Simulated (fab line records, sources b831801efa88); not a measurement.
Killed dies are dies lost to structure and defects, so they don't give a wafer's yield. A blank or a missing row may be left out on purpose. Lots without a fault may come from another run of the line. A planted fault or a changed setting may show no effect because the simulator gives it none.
A struck lot beside a sound one | flow gf180mcu | 17 steps out of a route of 602
Sound: wafers L392.1, L392.4, L392.6. Struck: wafers L406.1, L406.2, L406.5. The cause comes at the end.
At each step with rows: each side's tool, then ch and its chambers, then its first start. Under that, the readings that differ: sound wafers | struck wafers | difference of the means | sigmas: that difference in standard deviations of wafers without a fault.
alike: readings whose means differ by less than 2 such deviations, and words and numbers that are the same on both sides. not compared: withheld readings, readings that some wafer has no value for, bounds like >300 that may hide the same value, and numbers for which the record gives no deviation and whose values overlap.
The two part at a step that has a row with sigmas, a row that says differs or no value, or rows on one side only. Numbers that don't overlap but have no deviation are shown without sigmas and don't part them. A reading that every wafer of one side lacks parts them only if that side has two wafers or more.

first, 2 steps without rows for these wafers: GF_HV_LDD_PEB_44; GF_HV_LDD_DEVELOP_45 (develop time 60 s).
GF_HV_LDD_CD_MEAS_46: target cd 400 nm.
  sound on cd_sem-02, day 12 16:29; struck on cd_sem-02, day 17 01:49
  alike: cd_nm
GF_HV_LDD_OVL_MEAS_47:
  sound on overlay-01, day 12 16:36; struck on overlay-01, day 17 01:56
  alike: HV_LDD_03_OVL
then, 1 step without rows for these wafers: GF_HV_LDD_IMPLANT_48.
GF_HV_LDD_STRIP_49: strips in O2/N2.
  sound on plasma_asher-04 ch 0,1, day 12 16:47; struck on plasma_asher-04 ch 0,1, day 17 02:07
  alike: chamber_pressure_mTorr, drypump_motor_current_A, heater_power_w, oes_product_au, strip_time_to_endpoint_s
  not compared: rf_hours_counter_h
GF_HV_LDD_TW_MEAS_50:
  sound on film_metro-01, day 12 16:53; struck on film_metro-01, day 17 02:13
  alike: HV_LDD_4_TW
then, 1 step without rows for these wafers: GF_HV_LDD_CLEAN_51 (cleans in SC1/SC2, time 150 s).
GF_HV_LDD_RTA_52: time 10 s.
  sound on rtp_anneal-02 ch 0, day 12 16:59; struck on rtp_anneal-02 ch 0, day 17 02:20
  alike: chamber_o2_ppm, lamp_power_pct, wafer_temp_C_max
GF_HV_LDD_RS_MEAS_53: measures by four-point-probe.
  sound on film_metro-04, day 12 17:04; struck on film_metro-03, day 17 02:23
  alike: HV_LDD_RS
then, 1 step without rows for these wafers: GF_HV_LDD_CVD_54 (deposits SiO2 from TEOS, target thk 10 nm, time 75 s).
GF_HV_LDD_THK_MEAS_55:
  sound on film_metro-03, day 12 18:12; struck on film_metro-03, day 17 03:32
  alike: HV_LDD_CVD_54_THK
GF_HV_LDD_CVD_56: deposits Si3N4 from DCS/NH3, target thk 90 nm, time 1543 s.
  sound on lpcvd-02 ch 1, day 12 18:26; struck on lpcvd-02 ch 1, day 17 03:35
  reading                                  | sound             | struck            | difference | sigmas
  model.Si3N4_of_HV_LDD_CVD_56.thk_nm (nm) | 88.81 88.95 88.24 | 97.06 97.41 96.44 | +8.30      |
GF_HV_LDD_THK_MEAS_57:
  sound on film_metro-04, day 12 19:52; struck on film_metro-01, day 17 05:15
  reading                | sound          | struck         | difference | sigmas
  HV_LDD_CVD_56_THK (nm) | 88.7 89.0 88.3 | 97.1 97.4 96.4 | +8.3       | +9
  not compared: hold
GF_HV_LDD_ETCHBACK_58: etches Si3N4 in CH3F/O2, stops on SiO2, time 100 s, target depth 90 nm.
  sound on rie_diel-03 ch 0,1, day 12 19:55; struck on rie_diel-03 ch 1,3, day 17 08:02
  reading                        | sound                | struck                                                                     | difference                   | sigmas
  hold                           | - - -                | await_dispo/2.7h/release await_dispo/2.7h/release await_dispo/2.7h/release | no value on the sound wafers |
  chamber_pressure_mTorr (mTorr) | 25.043 25.013 24.996 | 24.988 24.963 24.970                                                       | -0.044                       | -2
  oes_product_au (a.u.)          | 0.841 0.837 0.836    | 0.877 0.882 0.870                                                          | +0.038                       | +6
  model.etch.depth_nm (nm)       | 88.81 88.95 88.24    | 97.06 97.41 96.44                                                          | +8.30                        |
  alike: O2_flow_sccm, drypump_motor_current_A, throttle_valve_pct
  not compared: rf_hours_counter_h
then, 1 step without rows for these wafers: GF_NSD_DEHYDRATE_00 (time 60 s).
GF_PASSIVATION_PROBE_99:
  the record has rows for the sound wafers here (prober-02, day 29 10:56) and none for the struck ones

WHERE THEY PART
First at GF_HV_LDD_THK_MEAS_57; last, within this record, at GF_PASSIVATION_PROBE_99.

WHY: what the simulator had put in
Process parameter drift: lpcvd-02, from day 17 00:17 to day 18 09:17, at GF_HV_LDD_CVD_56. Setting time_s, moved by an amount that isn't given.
